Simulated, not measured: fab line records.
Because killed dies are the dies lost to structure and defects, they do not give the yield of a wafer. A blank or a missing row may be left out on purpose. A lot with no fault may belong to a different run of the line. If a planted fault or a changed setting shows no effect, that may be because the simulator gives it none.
Which tool is to blame?	flow sfq line	42 wafers from 14 lots sampled at 6 of the route's 325 steps

== WHAT EACH GAUGE READ, for each wafer ==
SFQ_JJ_RS_MEAS_929: measures by four-point-probe. Usual: JJ_NB_RS typically reads 1.049 ohm/sq, with standard deviation 0.012.
lot	measured	on	JJ_NB_RS (ohm/sq)	flag
L126	day 45 06:41	film metro-04	1.026 1.020 1.018	
L127	day 45 17:16	film metro-04	1.093 1.079 1.072	
L129	day 51 09:07	film metro-04	1.059 1.053 1.056	
L130	day 51 15:04	film metro-03	1.044 1.048 1.043	
L131	day 51 21:23	film metro-03	1.034 1.041 1.045	
L132	day 51 23:49	film metro-03	1.047 1.038 1.038	
L133	day 52 11:51	film metro-04	1.043 1.055 1.049	
L134	day 53 13:04	film metro-03	1.044 1.047 1.044	
L137	day 55 07:23	film metro-03	1.038 1.039 1.041	
L138	day 55 13:16	film metro-03	1.033 1.233 1.039	OFF
L140	day 56 13:14	film metro-04	1.065 1.053 1.243	OFF
L144	day 58 01:52	film metro-03	1.037 1.045 1.038	
L145	day 58 03:38	film metro-04	1.056 1.055 1.058	
L149	day 64 13:08	film metro-04	1.041 1.052 1.042	

SFQ_I7_BOW_MEAS_946. Usual: I7_BOW typically reads 8 um, with standard deviation 10.
lot	measured	on	I7_BOW (um)	flag
L126	day 80 11:19	film metro-04	9 25 15	
L127	day 80 14:17	film metro-03	-3 -11 1	
L129	day 81 08:31	film metro-02	1 11 10	
L130	day 81 10:52	film metro-03	3 2 7	
L131	day 81 12:36	film metro-04	16 15 6	
L132	day 81 17:25	film metro-02	7 17 14	
L133	day 82 01:19	film metro-03	23 24 14	
L134	day 83 10:31	film metro-04	3 11 20	
L137	day 84 16:30	film metro-04	12 6 6	
L138	day 85 01:30	film metro-03	19 14 11	
L140	day 85 13:29	film metro-03	5 3 -4	
L144	day 87 01:43	film metro-04	9 0 -4	
L145	day 87 04:42	film metro-04	1 0 7	
L149	day 88 04:40	film metro-04	10 7 5	

SFQ_M8_RS_MEAS_949: measures by four-point-probe. Usual: M8_AU_RS typically reads 0.1526 ohm/sq, with standard deviation 0.0015.
lot	measured	on	M8_AU_RS (ohm/sq)	flag
L126	day 84 16:19	film metro-03	0.1545 0.1544 0.1536	
L127	day 87 01:23	film metro-02	0.1521 0.1535 0.1525	
L129	day 87 04:59	film metro-01	0.1510 0.1526 0.1528	
L130	day 87 06:10	film metro-02	0.1544 0.1559 0.1544	
L131	day 87 07:22	film metro-02	0.1501 0.1515 0.1513	
L132	day 87 12:49	film metro-03	0.1542 0.1534 0.1529	
L133	day 87 14:03	film metro-01	0.1533 0.1550 0.1532	
L134	day 87 16:26	film metro-02	0.1504 0.1509 0.1517	
L137	day 88 15:32	film metro-01	0.1524 0.1531 0.1520	
L138	day 88 23:26	film metro-03	0.1532 0.1560 0.1570	
L140	day 89 17:15	film metro-01	0.1530 0.1539 0.1549	
L144	day 90 18:53	film metro-01	0.1522 0.1527 0.1528	
L145	day 90 23:40	film metro-03	0.1497 0.1520 0.1504	
L149	day 91 18:52	film metro-01	0.1520 0.1523 0.1508	

== WHICH TOOL RAN EACH LOT (tool, then ch and the chambers of the sampled wafers, then the start) ==
lot	SFQ_TRILAYER_JJ_TRILAYER_DEP_SPUTTER_112	SFQ_TRILAYER_JJ_CE_ETCH_RIE_118	SFQ_TRILAYER_C5_STRIP_STRIP_155
L126	pvd sputter-03, day 45 06:34	rie metal-02 ch 0,1, day 50 18:13	rie metal-02 ch 0,1, day 66 14:28
L127	pvd sputter-05, day 45 17:10	rie metal-02 ch 1, day 50 23:59	rie metal-04 ch 1, day 66 16:40
L129	pvd sputter-03, day 51 09:01	rie metal-04 ch 0,1, day 51 12:51	rie metal-03 ch 0,1, day 67 12:20
L130	pvd sputter-03, day 51 14:59	rie metal-04 ch 0, day 52 00:13	rie metal-03 ch 0,1, day 67 21:56
L131	pvd sputter-03, day 51 21:19	rie metal-04 ch 0, day 52 02:37	rie metal-03 ch 0,1, day 68 01:39
L132	pvd sputter-04, day 51 23:43	rie metal-04 ch 0, day 52 05:04	rie metal-04 ch 1, day 68 08:51
L133	pvd sputter-05, day 52 11:43	rie metal-02 ch 0,1, day 52 16:58	rie metal-04 ch 0,1, day 68 12:51
L134	pvd sputter-05, day 53 12:57	rie metal-04 ch 0,1, day 53 16:57	rie metal-04 ch 0,1, day 69 11:39
L137	pvd sputter-04, day 55 07:17	rie metal-04 ch 0,1, day 55 11:08	rie metal-04 ch 1, day 70 10:36
L138	pvd sputter-04, day 55 13:10	rie metal-02 ch 0,1, day 55 17:17	rie metal-04 ch 0,1, day 70 22:24
L140	pvd sputter-04, day 56 13:10	rie metal-02 ch 0,1, day 56 17:55	rie metal-03 ch 0,1, day 71 21:38
L144	pvd sputter-03, day 58 01:46	rie metal-03 ch 0,1, day 58 05:36	rie metal-04 ch 0,1, day 73 10:50
L145	pvd sputter-05, day 58 03:34	rie metal-03 ch 0,1, day 58 08:00	rie metal-02 ch 0,1, day 73 13:22
L149	pvd sputter-03, day 64 13:03	rie metal-04 ch 0,1, day 64 16:59	rie metal-04 ch 0,1, day 74 19:22
- SFQ_TRILAYER_JJ_TRILAYER_DEP_SPUTTER_112: material Nb, target thk 170 nm, time 113.3 s.
- SFQ_TRILAYER_JJ_CE_ETCH_RIE_118: chemistry SF6, target Nb, stops on Al2O3, time 97.7 s, target depth 170 nm.
- SFQ_TRILAYER_C5_STRIP_STRIP_155: strips in O2.

== WHAT THE TOOLS THEMSELVES READ (means of the sampled wafers that have a number; where no wafer has one, the mark that the record gives instead) ==
SFQ_TRILAYER_JJ_TRILAYER_DEP_SPUTTER_112. Usual: throttle valve pct at 30.2 %, with a standard deviation of 1.1.
lot	tool	throttle valve pct (%)	flag
L126	pvd sputter-03	29.9	
L127	pvd sputter-05	30.5	
L129	pvd sputter-03	30.9	
L130	pvd sputter-03	29.9	
L131	pvd sputter-03	30.1	
L132	pvd sputter-04	30.5	
L133	pvd sputter-05	30.2	
L134	pvd sputter-05	30.4	
L137	pvd sputter-04	30.6	
L138	pvd sputter-04	30.4	
L140	pvd sputter-04	30.5	
L144	pvd sputter-03	29.7	
L145	pvd sputter-05	30.3	
L149	pvd sputter-03	28.8	

SFQ_TRILAYER_JJ_CE_ETCH_RIE_118. Usual: drypump motor current A 5.7 A, standard deviation 0.46; oes product au 0.989 a.u., standard deviation 0.0064; rf fwd power W 596.9 W, standard deviation 2.
lot	tool	drypump motor current A (A)	oes product au (a.u.)	rf fwd power W (W)	flag
L126	rie metal-02	6.0	0.989	596.3	
L127	rie metal-02	5.4	0.987	597.4	
L129	rie metal-04	5.4	0.987	596.1	
L130	rie metal-04	5.1	0.990	598.4	
L131	rie metal-04	5.1	0.991	594.6	
L132	rie metal-04	5.1	0.986	595.9	
L133	rie metal-02	5.7	0.983	596.5	
L134	rie metal-04	5.3	0.994	594.3	
L137	rie metal-04	5.3	0.994	595.6	
L138	rie metal-02	6.0	0.967	595.3	OFF
L140	rie metal-02	6.0	0.958	597.1	OFF
L144	rie metal-03	6.1	0.994	594.7	
L145	rie metal-03	6.0	0.995	598.0	
L149	rie metal-04	5.3	0.994	597.6	

SFQ_TRILAYER_C5_STRIP_STRIP_155. Usual: drypump motor current A 5.8 A, standard deviation 0.4; oes product au 1.000 a.u., standard deviation 0.0074.
lot	tool	drypump motor current A (A)	oes product au (a.u.)	flag
L126	rie metal-02	5.7	0.988	
L127	rie metal-04	5.9	1.005	
L129	rie metal-03	6.1	1.009	
L130	rie metal-03	6.1	1.007	
L131	rie metal-03	6.0	1.005	
L132	rie metal-04	5.8	1.001	
L133	rie metal-04	5.6	0.999	
L134	rie metal-04	5.6	1.002	
L137	rie metal-04	5.8	0.999	
L138	rie metal-04	5.3	1.001	
L140	rie metal-03	6.1	1.001	
L144	rie metal-04	5.3	1.005	
L145	rie metal-02	6.0	1.003	
L149	rie metal-04	5.3	1.004	

== THE ANSWER, worked out from the rows above alone ==
Rule: a lot is off if the mean of its wafers that have a number lies more than 3 standard deviations from the usual mean. A lot without any number at a reading at which 4 lots or more have one is off too. Where the step has rows for the other lots, those lots are counted as sound. First the gauges in route order, then the tools' own readings, where a lot's mean is used as printed above. The first step at which some lot is off is used, and at that step the reading that is off furthest; a lot without a number counts as furthest.
Off: L138, L140, at SFQ_JJ_RS_MEAS_929 (JJ_NB_RS).
A tool fits if, at a process step before that reading, it ran every lot that is off, and no sound lot after the first of them. Not tried: the gauges at SFQ_JJ_RS_MEAS_929; whatever is off there is also off at SFQ_TRILAYER_JJ_CE_ETCH_RIE_118, on other tools, and gauge error can't account for it. One fits: SFQ_TRILAYER_JJ_TRILAYER_DEP_SPUTTER_112 on pvd sputter-04. A fault onset in the window from L137 (day 55 07:17, its last sound lot) to L138 (day 55 13:10, its first lot off) fits.

== WHAT HAD BEEN PUT IN BY THE SIMULATOR ==
Site profile drift: pvd sputter-04, from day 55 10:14 on, at SFQ_TRILAYER_JJ_TRILAYER_DEP_SPUTTER_112. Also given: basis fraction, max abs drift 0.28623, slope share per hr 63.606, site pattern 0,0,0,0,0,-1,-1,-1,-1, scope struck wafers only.
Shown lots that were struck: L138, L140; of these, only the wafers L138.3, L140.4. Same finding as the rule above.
